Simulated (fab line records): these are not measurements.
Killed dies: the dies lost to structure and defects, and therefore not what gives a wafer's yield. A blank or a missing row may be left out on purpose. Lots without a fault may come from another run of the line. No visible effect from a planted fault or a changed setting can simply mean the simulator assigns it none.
Which tool is to blame? | flow gf180mcu | 6 lots, 18 wafers sampled, at 4 steps of a route of 602

## WHAT EACH GAUGE READ, for each wafer
GF_POLY_GATE_THK_MEAS_17.
lot  | measured     | on            | POLY_GATE_OXIDATION_THK (nm)
L523 | day 10 01:34 | film_metro-02 | 4.06 4.01 4.06
L526 | day 11 05:20 | film_metro-02 | 4.04 4.03 4.12
L529 | day 12 02:01 | film_metro-02 | 4.10 4.09 3.98
L533 | day 13 03:07 | film_metro-02 | 3.88 4.01 3.96
L539 | day 14 22:46 | film_metro-03 | 3.95 4.13 4.02
L543 | day 16 13:00 | film_metro-01 | 4.03 4.02 4.01

## WHICH TOOL RAN EACH LOT (tool, then ch and the chambers of the sampled wafers, then the start)
lot  | GF_LVPWELL_COAT_02               | GF_LVPWELL_STRIP_10                 | GF_VT_IMPLANT_SOFTBAKE_14
L523 | litho_track-03 ch 0, day 4 04:46 | plasma_asher-03 ch 0,1, day 4 11:57 | litho_track-04 ch 0, day 6 15:03
L526 | litho_track-01 ch 0, day 5 00:01 | plasma_asher-03 ch 0,1, day 5 07:14 | litho_track-04 ch 0, day 7 12:03
L529 | litho_track-01 ch 0, day 5 16:11 | plasma_asher-03 ch 0,1, day 5 23:48 | litho_track-04 ch 0, day 8 07:13
L533 | litho_track-02 ch 0, day 6 11:04 | plasma_asher-04 ch 0,1, day 6 19:32 | litho_track-03 ch 0, day 9 04:55
L539 | litho_track-03 ch 0, day 7 23:31 | plasma_asher-03 ch 0, day 8 08:59   | litho_track-03 ch 0, day 10 22:10
L543 | litho_track-01 ch 0, day 9 01:52 | plasma_asher-02 ch 1, day 9 10:48   | litho_track-01 ch 0, day 12 02:40
- GF_LVPWELL_COAT_02: resist thk 3000 nm.
- GF_LVPWELL_STRIP_10: strips in O2/N2.
- GF_VT_IMPLANT_SOFTBAKE_14: time 61.43 s.

## THE ANSWER, worked out from the rows above alone
Rule: usual is defined by the lots themselves. The widest of any qualifying gaps counts: lots, ordered by their means at a reading, are off when they make up no more than a third of the lots, leave a main group of 4 or more, and stand apart from it by 3 or more times the standard deviation of that group's means. If all means in a main group match to the digits the tables above print for the reading, that group is not used. A lot without any number at a reading at which 4 lots or more have one is off too. All remaining lots with rows at the step are treated as sound.
Off: L533, seen at GF_POLY_GATE_THK_MEAS_17 (POLY_GATE_OXIDATION_THK). The main group has a mean of 4.04 nm with a standard deviation of 0.016.
A tool fits if, at a process step before that reading, it ran every lot that is off, and no sound lot after the first of them. Those tools and the gauges at GF_POLY_GATE_THK_MEAS_17 are tried in the same way. Can't be told from this: 3 tools fit, litho_track-02 at GF_LVPWELL_COAT_02, plasma_asher-04 at GF_LVPWELL_STRIP_10, film_metro-02 at GF_POLY_GATE_THK_MEAS_17.

## WHAT WAS PUT IN BY THE SIMULATOR
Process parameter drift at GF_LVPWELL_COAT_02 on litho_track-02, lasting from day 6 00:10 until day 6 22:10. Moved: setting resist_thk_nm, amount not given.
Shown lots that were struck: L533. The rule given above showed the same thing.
